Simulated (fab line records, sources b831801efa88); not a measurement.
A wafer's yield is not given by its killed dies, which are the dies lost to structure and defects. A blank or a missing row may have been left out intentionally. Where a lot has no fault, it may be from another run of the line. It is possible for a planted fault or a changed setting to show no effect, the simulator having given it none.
Which tool is to blame?    flow sky130    7 lots (21 wafers sampled), 1 step of a 708-step route

## WHAT THE GAUGES SHOWED, per wafer
SKY_VT_ADJUST_HVTR_OVL_MEAS_08.
lot   measured      on          VT_ADJUST_HVTR_OVL (nm)
L799  day 9 22:21   overlay-02  -0.5 -0.8 0.0
L801  day 10 10:12  overlay-01  -0.8 0.2 -1.2
L805  day 11 14:44  overlay-01  -0.3 0.3 0.4
L814  day 14 13:11  overlay-02  -0.3 -1.8 -3.6
L816  day 14 19:29  overlay-02  -3.9 -2.5 -3.7
L818  day 15 10:38  overlay-02  -3.2 -4.1 -2.5
L820  day 16 09:17  overlay-02  -1.1 -2.3 -1.9

## EACH LOT AND THE TOOL THAT RAN IT (in order: tool; ch and the chambers of the sampled wafers; start)
The record shows no process step preceding these readings.

## THE ANSWER, worked out from the rows above alone
Rule: usual is defined by the lots themselves. The widest of any qualifying gaps counts: lots, ordered by their means at a reading, are off when they make up no more than a third of the lots, leave a main group of 4 or more, and stand apart from it by 3 or more times the standard deviation of that group's means. Not used: any main group whose means are identical at the precision the tables above print for the reading. A lot without any number at a reading at which 4 lots or more have one is off too. Where the step has rows for the other lots, those lots are counted as sound.
No lot is off on any of the readings shown, so nothing can be concluded from this.

## WHAT WAS PUT IN BY THE SIMULATOR
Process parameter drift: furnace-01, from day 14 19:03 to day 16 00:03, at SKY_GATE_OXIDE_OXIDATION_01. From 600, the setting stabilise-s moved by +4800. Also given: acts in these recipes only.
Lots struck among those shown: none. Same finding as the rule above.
